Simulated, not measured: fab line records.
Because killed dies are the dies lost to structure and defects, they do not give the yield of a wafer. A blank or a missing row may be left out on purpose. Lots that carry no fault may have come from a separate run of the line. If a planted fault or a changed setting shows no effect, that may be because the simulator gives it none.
Matching of chambers | flow gf180mcu | pecvd-04 running GF_V5_CVD_02: 3 sister chambers
The step deposits SiO2 from TEOS, target thk 1450 nm, time 163.28 s. 6 wafers are shown with their chamber, then 7 later ones without.

## WAFERS WITH THEIR CHAMBER
wafer  | chamber | heaterPowerW (W)
L375.2 | 2       | 626
L375.5 | 2       | 503
L377.4 | 0       | 775
L377.6 | 1       | 458
L380.3 | 0       | 619
L380.4 | 1       | 449

## WAFERS MISSING THEIR CHAMBER
wafer  | heaterPowerW (W)
L380.5 | 710
L389.2 | 587
L389.4 | 568
L389.5 | 647
L390.2 | 532
L390.3 | 630
L390.5 | 517

## THE CHAMBER EACH PASSED THROUGH
wafer  | from the rows above          | in truth
L380.5 | can't be placed: 0 or 2      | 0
L389.2 | can't be placed: 2 or 0 or 1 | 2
L389.4 | can't be placed: 2 or 1 or 0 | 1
L389.5 | can't be placed: 0 or 2 or 1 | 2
L390.2 | can't be placed: 2 or 1 or 0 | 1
L390.3 | can't be placed: 2 or 0 or 1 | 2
L390.5 | can't be placed: 2 or 1 or 0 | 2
0 of 7 placed correctly. From these rows, 7 cannot be placed; in 7 the true chamber is one of the candidates. Placed wrongly: 0.
How it was worked out, from the rows above alone: a wafer's distance from a chamber is the root of the sum, over the readings, of the square of ((its reading less the chamber's mean) divided by the reading's scatter). If the next closest chamber is less than 2 further off than the closest, the wafer can't be placed; otherwise it belongs to the closest. Each chamber's mean is taken over the wafers shown for it. The scatter: the root of (the sum of the squares of (reading less its chamber's mean) over the shown wafers, divided by (wafers less chambers)).
